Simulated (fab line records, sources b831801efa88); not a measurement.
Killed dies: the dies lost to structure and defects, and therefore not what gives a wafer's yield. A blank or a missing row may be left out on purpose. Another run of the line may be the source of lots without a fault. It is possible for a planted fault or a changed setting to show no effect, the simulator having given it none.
What tool caused it? | flow sky130 | 13 lots, 39 wafers sampled, at 4 steps of a route of 708

## WHAT THE GAUGES READ, wafer by wafer
SKY_VT_ADJUST_NCORE_TW_MEAS_11.
lot  | measured     | on           | VT_ADJUST_NCORE_TW
L604 | day 8 12:58  | filmMetro-01 | 219.9 221.3 221.5
L605 | day 8 21:04  | filmMetro-02 | 221.5 221.9 220.4
L606 | day 9 04:55  | filmMetro-01 | 220.0 221.1 221.5
L607 | day 9 12:14  | filmMetro-01 | 220.7 220.1 219.1
L609 | day 10 01:20 | filmMetro-02 | 219.0 219.5 220.0
L610 | day 10 08:25 | filmMetro-02 | 219.7 220.0 219.2
L611 | day 10 15:38 | filmMetro-04 | 217.3 218.8 217.4
L613 | day 11 01:59 | filmMetro-01 | 221.6 221.3 220.4
L615 | day 11 18:14 | filmMetro-02 | 218.7 217.7 218.5
L616 | day 12 00:17 | filmMetro-01 | 220.8 220.8 221.1
L621 | day 13 14:31 | filmMetro-02 | 217.1 218.9 218.3
L625 | day 14 13:09 | filmMetro-01 | 238.3 236.2 237.2
L626 | day 15 00:39 | filmMetro-04 | 235.9 235.6 235.4

SKY_SD_N_CD_MEAS_07: target cd 380 nm.
lot  | measured     | on       | cdNm (nm)
L604 | day 27 16:49 | cdSem-01 | 379.3 379.4 380.3
L605 | day 28 04:10 | cdSem-01 | 379.9 378.7 380.2
L606 | day 28 14:44 | cdSem-02 | 377.9 376.8 377.8
L607 | day 28 21:11 | cdSem-02 | 383.4 383.3 382.6
L609 | day 29 17:35 | cdSem-02 | 378.0 379.9 378.3
L610 | day 29 19:10 | cdSem-02 | 378.3 381.5 379.7
L611 | day 30 04:34 | cdSem-02 | 381.0 383.2 383.7
L613 | day 30 21:55 | cdSem-01 | 373.6 379.6 378.9
L615 | day 31 16:37 | cdSem-02 | 381.5 379.6 379.2
L616 | day 32 02:11 | cdSem-01 | 381.9 382.8 379.3
L621 | day 33 13:29 | cdSem-02 | 384.4 385.1 384.8
L625 | day 34 14:29 | cdSem-01 | 379.9 379.6 379.9
L626 | day 35 00:22 | cdSem-02 | 379.2 380.5 380.6

SKY_SD_N_OVL_MEAS_08.
lot  | measured     | on         | SD_N_OVL (nm)
L604 | day 27 16:56 | overlay-01 | -1.9 -2.2 0.3
L605 | day 28 04:16 | overlay-01 | 0.9 -0.5 -0.6
L606 | day 28 14:51 | overlay-02 | 0.6 0.7 0.3
L607 | day 28 21:18 | overlay-02 | 0.4 -1.4 -0.8
L609 | day 29 17:42 | overlay-01 | -0.6 -1.3 -1.5
L610 | day 29 19:17 | overlay-01 | 0.4 -0.5 0.6
L611 | day 30 04:41 | overlay-01 | -0.5 0.1 -0.3
L613 | day 30 22:02 | overlay-02 | 1.7 -0.2 1.2
L615 | day 31 16:44 | overlay-01 | 1.6 -0.3 1.6
L616 | day 32 02:17 | overlay-02 | 1.5 1.9 2.7
L621 | day 33 13:33 | overlay-01 | 0.5 0.9 0.8
L625 | day 34 14:35 | overlay-02 | -0.8 0.0 -1.2
L626 | day 35 00:27 | overlay-02 | 1.0 0.9 0.3

## TOOL THAT RAN EACH LOT (tool first, then ch and the chambers of the sampled wafers, then the start)
lot  | SKY_VT_ADJUST_NCORE_IMPLANT_09
L604 | implanter-02 ch 0, day 8 12:43
L605 | implanter-03 ch 0, day 8 20:50
L606 | implanter-02 ch 0, day 9 04:40
L607 | implanter-02 ch 0, day 9 11:59
L609 | implanter-02 ch 0, day 10 01:05
L610 | implanter-02 ch 0, day 10 08:10
L611 | implanter-02 ch 0, day 10 15:23
L613 | implanter-03 ch 0, day 11 01:44
L615 | implanter-03 ch 0, day 11 17:59
L616 | implanter-02 ch 0, day 12 00:03
L621 | implanter-04 ch 0, day 13 14:18
L625 | implanter-03 ch 0, day 14 12:55
L626 | implanter-03 ch 0, day 15 00:26
- SKY_VT_ADJUST_NCORE_IMPLANT_09

## AS READ BY THE TOOLS THEMSELVES (means over the sampled wafers that have a number; for cases with no such wafer, the mark the record gives instead)
SKY_VT_ADJUST_NCORE_IMPLANT_09.
lot  | tool         | beamEnergyKeV
L604 | implanter-02 | 9.997
L605 | implanter-03 | 10.002
L606 | implanter-02 | 9.999
L607 | implanter-02 | 10.004
L609 | implanter-02 | 10.000
L610 | implanter-02 | 10.005
L611 | implanter-02 | 10.000
L613 | implanter-03 | 9.999
L615 | implanter-03 | 10.003
L616 | implanter-02 | 9.998
L621 | implanter-04 | 10.002
L625 | implanter-03 | 14.245
L626 | implanter-03 | 14.249

## THE ANSWER, worked out from the rows above alone
Rule: the lots themselves supply what counts as usual. Put in order of their means at a reading, lots are off if they are a third of the lots or fewer, leave a main group of 4 or more, and stand apart from it by a gap of 3 or more times the standard deviation of the main group's means; of several such gaps the widest counts. A main group whose means are all the same, to the digits that the tables above print for the reading, isn't used. A lot without any number at a reading at which 4 lots or more have one is off too. Any other lot the step has rows for is counted as sound. Order of review: gauges by route order, followed by the tools' own readings, for which a lot's mean as printed above is used. At the first step where some lot is off, the reading lying furthest off is the one used; lots without a number count as furthest.
Off: at SKY_VT_ADJUST_NCORE_TW_MEAS_11 (VT_ADJUST_NCORE_TW), L625, L626. The main group has a mean of 219.9 with a standard deviation of 1.2.
A tool fits if, at a process step before that reading, it ran every lot that is off, and no sound lot after the first of them. The gauges at SKY_VT_ADJUST_NCORE_TW_MEAS_11 aren't tried: what is off there is off at SKY_VT_ADJUST_NCORE_IMPLANT_09 too, on other tools, and a gauge's error can't cause that. One fits: SKY_VT_ADJUST_NCORE_IMPLANT_09 on implanter-03. Its last sound lot is L615 (day 11 17:59), its first lot that is off L625 (day 14 12:55): a fault that began between those two fits.
The tool's own readings at SKY_VT_ADJUST_NCORE_IMPLANT_09 bear it out: on the lots that are off they differ by more than 5 times the standard deviation of the sound lots' means. beamEnergyKeV reads 14.247 there against 10.001 on the sound lots.

## WHAT THE SIMULATOR HAD INSERTED
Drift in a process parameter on implanter-03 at SKY_VT_ADJUST_NCORE_IMPLANT_09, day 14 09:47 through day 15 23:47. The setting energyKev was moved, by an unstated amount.
Lots struck among those shown: L625, L626. The rule given above showed the same thing.
